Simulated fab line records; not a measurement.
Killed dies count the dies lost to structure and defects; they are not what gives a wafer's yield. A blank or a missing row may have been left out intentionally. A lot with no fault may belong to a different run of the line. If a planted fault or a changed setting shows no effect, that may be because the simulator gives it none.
fab line records	flow gf180mcu
[record] lots = 24	wafers = 72	lastDay = 36
route steps=602 shown M3@410 M4@456 V4@477
lots that met no fault: taken from a fault-free run of the same line
startH: the number of hours between the record's first day and the start of the first shown wafer of the lot	waitH: how many hours have passed since the lot's step before this one	" same as the row above	L1.1+2: a single row standing in for several wafers	- no value present, or no start provided	* or withheld: withheld	< > ~ a bound
route shown NAME@n: names a module that has steps shown in the file, with the first one's number in the route	usual: average and standard deviation across the fault-free wafers	same: alike in all rows	chamber/n: place in a boat	sites: per-site readings	_std_site: the values' standard deviation	_edge_site: outer sites' mean less inner sites'	radiusMm: how far each site lies from the wafer's centre	mask NAME#n: copy n	behind: the most recent tool/chamber to have shaped the wafer	hold: why the lot went on hold/how many hours it stayed there/how the hold came to an end	device: whichever transistor did not switch (one of n, p or np)	end of line: the same wafers' tests at the end of the route	step lacking rows: just its recipe	killed: not the wafer's yield, but the dies lost to structure and defects at the first sort	map: dies across one wafer; x = killed, . = not, _ = none there
set.NAME: the setting as run; set.NAME@STEP: as run at that earlier step	model.NAME: the simulator's own value behind a step, which no gauge read
the route's steps for a sample of lots (tables are steps, rows are wafers)
services: the hour from which a tool's chamber was out of use, counted from the record's first day as startH (under 0 if before that day), plus the number of hours and why
[[steps]]
[step GF_M3_SPUTTER_01]
[recipe] material = TiN	targetThkNm = 30	powerW = 6500	timeS = 25	chamberPressurePa = 0.4
[usual] throttleValvePct = 29.9/1.3
lot.wafer	tool	chamber	startH	waitH	throttleValvePct
L074.1	pvdSputter-04	-	516.11	0.1	31.3
L074.3	"	-	"	"	28.6
L074.4	"	-	"	"	29.2
L075.1	pvdSputter-02	-	528.79	0.1	27.5
L075.2	"	-	"	"	30.3
L075.3	"	-	"	"	30.1
L076.1	pvdSputter-02	-	532.84	0.1	29.9
L076.2	"	-	"	"	29.6
L076.5	"	-	"	"	30.1
L077.2	pvdSputter-01	-	545.50	0.1	30.2
L077.4	"	-	"	"	29.9
L077.5	"	-	"	"	30.4
L078.2	pvdSputter-04	-	556.67	0.1	28.6
L078.3	"	-	"	"	29.3
L078.6	"	-	"	"	31.1
L079.2	pvdSputter-02	-	568.40	0.1	30.2
L079.4	"	-	"	"	29.4
L079.6	"	-	"	"	30.3
L080.1	pvdSputter-01	-	570.03	0.1	28.8
L080.2	"	-	"	"	30.0
L080.5	"	-	"	"	30.5
L081.2	pvdSputter-01	-	576.42	0.1	28.7
L081.3	"	-	"	"	30.7
L081.6	"	-	"	"	29.0
L082.1	pvdSputter-02	-	584.41	0.1	27.5
L082.2	"	-	"	"	30.2
L082.4	"	-	"	"	30.1
L083.2	pvdSputter-04	-	588.81	0.1	29.1
L083.5	"	-	"	"	32.1
L083.6	"	-	"	"	29.0
L084.1	pvdSputter-04	-	596.58	0.1	28.8
L084.4	"	-	"	"	29.4
L084.5	"	-	"	"	29.3
L085.3	pvdSputter-04	-	602.42	0.1	28.8
L085.4	"	-	"	"	31.3
L085.6	"	-	"	"	31.1
L086.2	pvdSputter-02	-	614.54	0.1	27.7
L086.3	"	-	"	"	30.4
L086.6	"	-	"	"	27.4
L087.2	pvdSputter-02	-	619.53	0.1	27.5
L087.3	"	-	"	"	29.6
L087.4	"	-	"	"	30.1
L088.1	pvdSputter-04	-	628.56	0.1	29.3
L088.2	"	-	"	"	32.1
L088.5	"	-	"	"	31.2
L089.1	pvdSputter-02	-	628.91	0.1	29.3
L089.2	"	-	"	"	27.5
L089.4	"	-	"	"	30.4
L090.2	pvdSputter-04	-	640.39	0.1	29.3
L090.5	"	-	"	"	32.2
L090.6	"	-	"	"	28.7
L092.4	pvdSputter-04	-	657.41	0.1	28.5
L092.5	"	-	"	"	31.5
L092.6	"	-	"	"	28.5
L093.2	pvdSputter-04	-	658.43	0.1	28.7
L093.3	"	-	"	"	31.1
L093.5	"	-	"	"	31.2
L094.2	pvdSputter-01	-	665.10	0.1	30.6
L094.4	"	-	"	"	30.1
L094.6	"	-	"	"	30.4
L095.2	pvdSputter-04	-	671.08	0.1	28.7
L095.5	"	-	"	"	31.9
L095.6	"	-	"	"	29.4
L096.4	pvdSputter-01	-	678.54	0.0	30.4
L096.5	"	-	"	"	30.5
L096.6	"	-	"	"	30.0
L097.3	pvdSputter-04	-	679.32	0.1	28.6
L097.4	"	-	"	"	29.5
L097.6	"	-	"	"	29.5
L091.1	pvdSputter-02	-	684.92	34.6	27.3
L091.2	"	-	"	"	30.2
L091.6	"	-	"	"	30.3
[step GF_M3_METAL_ETCH_16]
[recipe] chemistry = Cl2/BCl3	maskMaterial = KrF	targetDepthNm = 627.5	stopOn = SiO2	pressureMtorr = 8	icpW = 830.9	biasW = 140	Cl2_flow_sccm = 80	bcl3FlowSccm = 40	timeS = 104.6
[usual] drypumpMotorCurrentA = 5.58/0.29	oesProductAu = 0.971/0.0065	throttleValvePct = 28.250/0.01
lot.wafer	tool	chamber	startH	waitH	drypumpMotorCurrentA	oesProductAu	rfHoursCounterH	throttleValvePct
L074.1	rieMetal-03	0	540.92	0.0	5.38	0.965	8	28.270
L074.3	"	0	"	"	5.36	0.963	-	28.264
L074.4	"	1	"	"	5.20	0.970	-	28.253
L075.1	rieMetal-03	0	553.26	0.0	5.36	0.977	8	28.250
L075.2	"	1	"	"	5.20	0.974	7	28.252
L075.3	"	0	"	"	5.35	0.969	-	28.244
L076.1	rieMetal-03	1	556.61	0.0	5.20	0.960	7	28.257
L076.2	"	0	"	"	5.37	0.975	8	28.265
L076.5	"	1	"	"	5.20	0.972	-	28.243
L077.2	rieMetal-04	1	569.46	0.0	5.90	0.972	3	28.240
L077.4	"	0	"	"	5.58	0.968	-	28.261
L077.5	"	0	"	"	5.58	0.967	-	28.244
L078.2	rieMetal-03	0	579.82	0.0	5.37	0.967	9	28.262
L078.3	"	0	"	"	5.38	0.964	-	28.259
L078.6	"	0	"	"	5.38	0.971	-	28.244
L079.2	rieMetal-02	0	591.72	0.0	5.87	0.976	9	28.266
L079.4	"	0	"	"	5.90	0.974	-	28.245
L079.6	"	1	"	"	5.89	0.966	-	28.251
L080.1	rieMetal-04	1	593.31	0.0	5.88	0.976	4	28.242
L080.2	"	1	"	"	5.90	0.979	-	28.240
L080.5	"	1	"	"	5.87	0.975	-	28.245
L081.2	rieMetal-03	0	599.42	0.0	5.39	0.980	9	28.240
L081.3	"	1	"	"	5.20	0.981	-	28.236
L081.6	"	1	"	"	5.20	0.983	-	28.239
L082.1	rieMetal-02	1	607.66	0.0	5.91	0.974	1	28.250
L082.2	"	0	"	"	5.94	0.966	10	28.237
L082.4	"	1	"	"	5.92	0.966	-	28.263
L083.2	rieMetal-04	1	611.57	0.0	5.88	0.967	5	28.268
L083.5	"	1	"	"	5.90	0.964	-	28.261
L083.6	"	0	"	"	5.58	0.973	-	28.246
L084.1	rieMetal-03	0	619.17	0.0	5.38	0.979	10	28.234
L084.4	"	1	"	"	5.22	0.977	-	28.237
L084.5	"	1	"	"	5.21	0.979	-	28.246
L085.3	rieMetal-04	0	625.36	0.1	5.60	0.962	-	28.269
L085.4	"	1	"	"	5.90	0.970	-	28.244
L085.6	"	0	"	"	5.60	0.975	-	28.257
L086.2	rieMetal-03	0	636.61	0.0	5.35	0.965	11	28.242
L086.3	"	0	"	"	5.35	0.969	-	28.250
L086.6	"	0	"	"	5.37	0.971	-	28.260
L087.2	rieMetal-02	1	641.48	0.0	5.90	0.970	3	28.252
L087.3	"	0	"	"	5.87	0.968	-	28.257
L087.4	"	1	"	"	5.92	0.964	-	28.241
L088.1	rieMetal-03	1	650.56	0.0	5.18	0.969	9	28.251
L088.2	"	0	"	"	5.39	0.966	11	28.252
L088.5	"	0	"	"	5.41	0.973	-	28.271
L089.1	rieMetal-04	1	650.77	0.0	5.92	0.976	6	28.263
L089.2	"	0	"	"	5.56	0.966	1	28.241
L089.4	"	0	"	"	5.56	0.973	-	28.230
L090.2	rieMetal-03	0	661.86	0.0	5.35	0.976	12	28.240
L090.5	"	0	"	"	5.30	0.970	-	28.246
L090.6	"	1	"	"	5.20	0.969	-	28.254
L092.4	rieMetal-04	1	678.54	0.0	5.88	0.966	-	28.246
L092.5	"	1	"	"	5.90	0.959	-	28.271
L092.6	"	0	"	"	5.59	0.965	-	28.264
L093.2	rieMetal-02	1	679.07	0.0	5.90	0.967	4	28.253
L093.3	"	1	"	"	5.90	0.969	-	28.257
L093.5	"	0	"	"	5.89	0.962	-	28.249
L094.2	rieMetal-03	1	685.81	0.0	5.19	0.981	11	28.222
L094.4	"	0	"	"	5.39	0.979	-	28.244
L094.6	"	0	"	"	5.35	0.985	-	28.225
L095.2	rieMetal-03	0	691.72	0.0	5.38	0.968	13	28.244
L095.5	"	0	"	"	5.36	0.959	-	28.263
L095.6	"	1	"	"	5.19	0.976	-	28.248
L096.4	rieMetal-04	0	699.06	0.0	5.59	0.987	-	28.238
L096.5	"	0	"	"	5.59	0.967	-	28.232
L096.6	"	1	"	"	5.93	0.966	-	28.256
L097.3	rieMetal-02	1	699.70	0.1	5.91	0.965	-	28.254
L097.4	"	0	"	"	5.84	0.971	-	28.241
L097.6	"	0	"	"	5.92	0.978	-	28.249
L091.1	rieMetal-02	1	705.01	0.0	5.90	0.977	5	28.229
L091.2	"	0	"	"	5.86	0.971	13	28.244
L091.6	"	0	"	"	5.90	0.974	-	28.249
[step GF_M4_SPUTTER_00]
[recipe] material = Ti	targetThkNm = 37.5	arrivingIonEnergyEv = 80	substrateTempC = 200	chamberPressurePa = 2	powerW = 4000	timeS = 150
[usual] throttleValvePct = 29.8/1.1
lot.wafer	tool	chamber	startH	waitH	throttleValvePct
L074.1	pvdSputter-01	-	567.94	0.1	30.2
L074.3	"	-	"	"	30.6
L074.4	"	-	"	"	30.4
L075.1	pvdSputter-04	-	580.46	0.1	31.0
L075.2	"	-	"	"	32.1
L075.3	"	-	"	"	29.3
L076.1	pvdSputter-03	-	583.06	0.2	29.7
L076.2	"	-	"	"	29.5
L076.5	"	-	"	"	29.6
L077.2	pvdSputter-04	-	595.33	0.1	29.2
L077.4	"	-	"	"	32.5
L077.5	"	-	"	"	31.9
L078.2	pvdSputter-01	-	605.36	0.2	30.5
L078.3	"	-	"	"	28.7
L078.6	"	-	"	"	30.5
L079.2	pvdSputter-01	-	616.91	0.2	28.8
L079.4	"	-	"	"	30.6
L079.6	"	-	"	"	30.5
L080.1	pvdSputter-03	-	619.01	0.2	29.6
L080.2	"	-	"	"	29.5
L080.5	"	-	"	"	29.6
L081.2	pvdSputter-03	-	624.80	0.1	29.6
L081.3	"	-	"	"	27.9
L081.6	"	-	"	"	29.7
L082.1	pvdSputter-04	-	631.67	0.2	30.8
L082.2	"	-	"	"	29.3
L082.4	"	-	"	"	28.9
L083.2	pvdSputter-03	-	636.39	0.1	27.6
L083.5	"	-	"	"	29.5
L083.6	"	-	"	"	29.4
L084.1	pvdSputter-03	-	643.93	0.2	27.7
L084.4	"	-	"	"	29.8
L084.5	"	-	"	"	29.4
L085.3	pvdSputter-03	-	649.99	0.2	29.6
L085.4	"	-	"	"	29.9
L085.6	"	-	"	"	29.4
L086.2	pvdSputter-01	-	660.43	0.2	30.7
L086.3	"	-	"	"	28.9
L086.6	"	-	"	"	28.9
L087.2	pvdSputter-04	-	666.07	0.2	31.1
L087.3	"	-	"	"	29.2
L087.4	"	-	"	"	32.2
L088.1	pvdSputter-04	-	673.92	0.1	31.1
L088.2	"	-	"	"	29.3
L088.5	"	-	"	"	28.7
L089.1	pvdSputter-03	-	674.06	0.2	29.9
L089.2	"	-	"	"	27.8
L089.4	"	-	"	"	29.6
L090.2	pvdSputter-01	-	685.35	0.2	30.6
L090.5	"	-	"	"	28.9
L090.6	"	-	"	"	30.6
L092.4	pvdSputter-01	-	702.11	0.1	31.0
L092.5	"	-	"	"	28.9
L092.6	"	-	"	"	30.1
L093.2	pvdSputter-04	-	702.46	0.2	29.1
L093.3	"	-	"	"	28.4
L093.5	"	-	"	"	30.8
L094.2	pvdSputter-04	-	708.62	0.1	31.2
L094.4	"	-	"	"	28.8
L094.6	"	-	"	"	28.6
L095.2	pvdSputter-01	-	716.37	0.1	30.1
L095.5	"	-	"	"	31.0
L095.6	"	-	"	"	28.7
L097.3	pvdSputter-01	-	722.54	0.2	30.2
L097.4	"	-	"	"	28.8
L097.6	"	-	"	"	30.1
L096.4	pvdSputter-03	-	725.37	0.2	29.5
L096.5	"	-	"	"	29.7
L096.6	"	-	"	"	29.7
L091.1	pvdSputter-03	-	726.63	0.1	29.5
L091.2	"	-	"	"	29.7
L091.6	"	-	"	"	29.7
[step GF_M4_SPUTTER_01]
[recipe] material = TiN	targetThkNm = 30	powerW = 6500	timeS = 25	chamberPressurePa = 0.4
[usual] throttleValvePct = 29.8/1.1
lot.wafer	tool	chamber	startH	waitH	throttleValvePct
L074.1	pvdSputter-01	-	568.04	0.1	29.9
L074.3	"	-	"	"	30.6
L074.4	"	-	"	"	30.8
L075.1	pvdSputter-04	-	580.56	0.1	31.2
L075.2	"	-	"	"	32.3
L075.3	"	-	"	"	29.2
L076.1	pvdSputter-03	-	583.16	0.1	29.5
L076.2	"	-	"	"	29.5
L076.5	"	-	"	"	29.8
L077.2	pvdSputter-04	-	595.43	0.1	29.2
L077.4	"	-	"	"	32.2
L077.5	"	-	"	"	32.2
L078.2	pvdSputter-01	-	605.46	0.1	30.5
L078.3	"	-	"	"	28.9
L078.6	"	-	"	"	30.7
L079.2	pvdSputter-01	-	617.01	0.1	29.1
L079.4	"	-	"	"	30.4
L079.6	"	-	"	"	30.7
L080.1	pvdSputter-03	-	619.11	0.1	29.7
L080.2	"	-	"	"	29.8
L080.5	"	-	"	"	29.6
L081.2	pvdSputter-03	-	624.90	0.1	29.6
L081.3	"	-	"	"	27.8
L081.6	"	-	"	"	29.5
L082.1	pvdSputter-04	-	631.77	0.1	31.0
L082.2	"	-	"	"	29.4
L082.4	"	-	"	"	28.8
L083.2	pvdSputter-03	-	636.49	0.1	27.7
L083.5	"	-	"	"	29.7
L083.6	"	-	"	"	29.8
L084.1	pvdSputter-03	-	644.03	0.1	27.7
L084.4	"	-	"	"	29.8
L084.5	"	-	"	"	29.6
L085.3	pvdSputter-03	-	650.09	0.1	29.6
L085.4	"	-	"	"	29.4
L085.6	"	-	"	"	29.8
L086.2	pvdSputter-01	-	660.53	0.1	30.4
L086.3	"	-	"	"	28.7
L086.6	"	-	"	"	28.8
L087.2	pvdSputter-04	-	666.17	0.1	30.9
L087.3	"	-	"	"	29.2
L087.4	"	-	"	"	31.9
L088.1	pvdSputter-04	-	674.02	0.1	31.3
L088.2	"	-	"	"	29.4
L088.5	"	-	"	"	28.7
L089.1	pvdSputter-03	-	674.16	0.1	29.5
L089.2	"	-	"	"	28.0
L089.4	"	-	"	"	29.5
L090.2	pvdSputter-01	-	685.45	0.1	30.4
L090.5	"	-	"	"	28.9
L090.6	"	-	"	"	30.6
L092.4	pvdSputter-01	-	702.21	0.1	30.8
L092.5	"	-	"	"	28.9
L092.6	"	-	"	"	29.9
L093.2	pvdSputter-04	-	702.56	0.1	29.3
L093.3	"	-	"	"	28.7
L093.5	"	-	"	"	31.0
L094.2	pvdSputter-04	-	708.72	0.1	31.3
L094.4	"	-	"	"	28.9
L094.6	"	-	"	"	28.4
L095.2	pvdSputter-01	-	716.47	0.1	30.0
L095.5	"	-	"	"	30.4
L095.6	"	-	"	"	28.8
L097.3	pvdSputter-01	-	722.64	0.1	30.1
L097.4	"	-	"	"	28.9
L097.6	"	-	"	"	29.9
L096.4	pvdSputter-03	-	725.47	0.1	29.4
L096.5	"	-	"	"	30.0
L096.6	"	-	"	"	29.7
L091.1	pvdSputter-03	-	726.73	0.1	29.9
L091.2	"	-	"	"	29.6
L091.6	"	-	"	"	29.7
[step GF_V4_THK_MEAS_01]
[recipe] reads = SiO2_of_V4_CVD_00
[usual] V4_CVD_00_THK = 601/8.6
lot.wafer	tool	chamber	startH	waitH	V4_CVD_00_THK[nm]
L074.1	filmMetro-03	-	591.05	0.0	592
L074.3	"	-	"	"	608
L074.4	"	-	"	"	608
L075.1	filmMetro-04	-	604.88	0.1	609
L075.2	"	-	"	"	601
L075.3	"	-	"	"	607
L076.1	filmMetro-04	-	606.87	0.1	602
L076.2	"	-	"	"	594
L076.5	"	-	"	"	603
L077.2	filmMetro-02	-	619.09	0.0	594
L077.4	"	-	"	"	596
L077.5	"	-	"	"	593
L078.2	filmMetro-02	-	628.53	0.0	608
L078.3	"	-	"	"	597
L078.6	"	-	"	"	595
L079.2	filmMetro-04	-	639.45	0.0	600
L079.4	"	-	"	"	603
L079.6	"	-	"	"	599
L080.1	filmMetro-02	-	642.10	0.0	595
L080.2	"	-	"	"	607
L080.5	"	-	"	"	604
L081.2	filmMetro-03	-	647.74	0.0	611
L081.3	"	-	"	"	606
L081.6	"	-	"	"	602
L082.1	filmMetro-04	-	654.80	0.0	594
L082.2	"	-	"	"	600
L082.4	"	-	"	"	601
L083.2	filmMetro-02	-	658.48	0.0	607
L083.5	"	-	"	"	616
L083.6	"	-	"	"	591
L084.1	filmMetro-03	-	666.54	0.0	609
L084.4	"	-	"	"	596
L084.5	"	-	"	"	605
L085.3	filmMetro-02	-	671.68	0.1	591
L085.4	"	-	"	"	612
L085.6	"	-	"	"	605
L086.2	filmMetro-03	-	681.50	0.0	593
L086.3	"	-	"	"	603
L086.6	"	-	"	"	589
L087.2	filmMetro-04	-	687.90	0.0	613
L087.3	"	-	"	"	596
L087.4	"	-	"	"	613
L088.1	filmMetro-03	-	695.13	0.0	612
L088.2	"	-	"	"	592
L088.5	"	-	"	"	609
L089.1	filmMetro-04	-	695.95	0.0	585
L089.2	"	-	"	"	601
L089.4	"	-	"	"	611
L090.2	filmMetro-04	-	706.98	0.0	610
L090.5	"	-	"	"	615
L090.6	"	-	"	"	606
L092.4	filmMetro-04	-	723.21	0.0	588
L092.5	"	-	"	"	600
L092.6	"	-	"	"	604
L093.2	filmMetro-02	-	723.32	0.0	593
L093.3	"	-	"	"	602
L093.5	"	-	"	"	590
L094.2	filmMetro-03	-	729.49	0.0	593
L094.4	"	-	"	"	599
L094.6	"	-	"	"	587
L095.2	filmMetro-03	-	736.43	0.0	609
L095.5	"	-	"	"	610
L095.6	"	-	"	"	599
L097.3	filmMetro-04	-	742.76	0.1	585
L097.4	"	-	"	"	587
L097.6	"	-	"	"	590
L096.4	filmMetro-02	-	745.25	0.0	598
L096.5	"	-	"	"	607
L096.6	"	-	"	"	589
L091.1	filmMetro-04	-	746.52	0.0	606
L091.2	"	-	"	"	611
L091.6	"	-	"	"	594
[step GF_V4_CMP_04]
[recipe] material = SiO2	downForcePsi = 4	platenRpm = 60	padVelocityMS = 0.94248
[usual] motorCurrentA = 11.6/0.81	slurryFilterDpKPa = 13.51/0.14	timeToEndpointS = 81/6.4
lot.wafer	tool	chamber	startH	waitH	motorCurrentA	slurryFilterDpKPa	timeToEndpointS
L074.1	cmp-02	3	591.24	0.1	10.8	13.57	77
L074.3	"	1	"	"	10.7	13.67	83
L074.4	"	2	"	"	10.7	13.62	78
L075.2	cmp-02	3	605.12	0.1	10.9	13.21	74
L075.1	"	0	"	"	11.3	13.54	73
L075.3	"	1	"	"	9.8	13.57	83
L076.2	cmp-01	0	607.11	0.1	12.2	13.48	72
L076.1	"	1	"	"	11.1	13.40	80
L076.5	"	3	"	"	13.3	13.40	87
L077.4	cmp-02	1	619.37	0.1	11.0	13.34	91
L077.2	"	2	"	"	11.5	13.69	79
L077.5	"	0	"	"	11.4	13.58	87
L078.3	cmp-02	2	628.81	0.1	10.1	13.47	74
L078.2	"	1	"	"	10.6	13.71	88
L078.6	"	3	"	"	10.9	13.62	89
L079.4	cmp-01	3	639.66	0.0	12.8	13.42	90
L079.2	"	0	"	"	11.3	13.59	70
L079.6	"	0	"	"	12.7	13.58	77
L080.2	cmp-01	0	642.29	0.0	12.1	13.49	78
L080.1	"	3	"	"	13.1	13.87	84
L080.5	"	1	"	"	11.4	13.46	83
L081.3	cmp-02	3	647.92	0.0	10.9	13.64	79
L081.2	"	1	"	"	10.9	13.40	89
L081.6	"	3	"	"	11.8	13.43	86
L082.1	cmp-01	3	654.99	0.1	12.8	13.30	94
L082.4	"	1	"	"	11.2	13.27	84
L082.2	"	2	"	"	12.0	13.30	87
L083.2	cmp-02	3	658.95	0.2	11.8	13.44	78
L083.6	"	0	"	"	12.3	13.38	75
L083.5	"	1	"	"	10.4	13.45	85
L084.1	cmp-01	3	666.81	0.1	13.4	13.24	76
L084.4	"	0	"	"	12.0	13.71	72
L084.5	"	2	"	"	11.6	13.42	72
L085.3	cmp-01	2	671.85	0.0	11.9	13.53	83
L085.4	"	1	"	"	10.7	13.41	80
L085.6	"	2	"	"	11.6	13.61	77
L086.2	cmp-01	2	681.73	0.1	11.8	13.42	80
L086.3	"	0	"	"	12.1	13.72	69
L086.6	"	1	"	"	10.7	13.32	80
L087.3	cmp-01	2	688.08	0.0	11.8	13.38	79
L087.4	"	0	"	"	11.8	13.41	80
L087.2	"	1	"	"	11.3	13.62	81
L088.2	cmp-02	3	695.32	0.0	11.4	13.57	80
L088.1	"	0	"	"	11.3	13.49	82
L088.5	"	0	"	"	10.9	13.22	83
L089.1	cmp-01	3	696.19	0.1	12.5	13.62	85
L089.4	"	0	"	"	12.3	13.45	76
L089.2	"	1	"	"	10.6	13.27	65
L090.2	cmp-02	0	707.21	0.1	11.6	13.57	77
L090.6	"	3	"	"	11.3	13.67	84
L090.5	"	0	"	"	12.2	13.54	76
L092.4	cmp-01	2	723.53	0.2	12.2	13.77	80
L092.6	"	0	"	"	11.6	13.58	88
L092.5	"	1	"	"	11.4	13.40	73
L093.3	cmp-02	2	723.55	0.1	10.3	13.47	70
L093.2	"	0	"	"	11.3	13.74	75
L093.5	"	1	"	"	11.0	13.45	84
L094.4	cmp-01	0	729.67	0.0	11.8	13.54	82
L094.2	"	2	"	"	12.2	13.52	77
L094.6	"	0	"	"	12.5	13.53	86
L095.2	cmp-01	1	736.71	0.1	11.0	13.67	79
L095.5	"	3	"	"	12.7	13.49	96
L095.6	"	0	"	"	11.6	13.34	84
L097.3	cmp-02	2	742.93	0.0	10.9	13.70	73
L097.4	"	3	"	"	11.5	13.52	81
L097.6	"	3	"	"	11.8	13.39	77
L096.4	cmp-01	2	746.18	0.8	12.4	13.75	89
L096.5	"	2	"	"	12.1	13.55	89
L096.6	"	3	"	"	12.0	13.46	89
L091.2	cmp-01	0	747.48	0.8	12.2	13.23	80
L091.1	"	1	"	"	11.4	13.66	74
L091.6	"	2	"	"	12.2	13.38	86
[[services]]
tool	chamber	startH	hours	kind
cmp-01	-	495.85	0.4	repair
cmp-02	-	500.16	5.2	pm
cmp-01	-	505.47	6.8	pm
cmp-01	-	517.13	1.2	repair
rieMetal-03	-	531.70	4.3	pm
pvdSputter-03	-	541.39	17.5	repair
pvdSputter-04	-	567.00	1.2	repair
cmp-01	-	569.28	4.2	repair
cmp-01	-	573.50	4.0	pm
cmp-02	-	592.76	0.5	repair
pvdSputter-04	-	615.24	5.2	repair
cmp-02	-	617.86	0.6	repair
pvdSputter-01	-	624.66	13.4	repair
cmp-02	-	637.96	0.3	repair
pvdSputter-02	-	639.13	2.7	repair
pvdSputter-01	-	666.43	5.6	repair
cmp-02	-	669.88	2.3	repair
pvdSputter-03	-	674.90	7.8	repair
cmp-01	-	688.61	0.3	repair
cmp-01	-	703.71	14.4	pm
cmp-02	-	710.44	4.4	repair
cmp-01	-	720.01	0.3	repair
pvdSputter-02	-	743.84	1.5	repair
cmp-02	-	744.23	4.0	pm
[[key]]
fault none
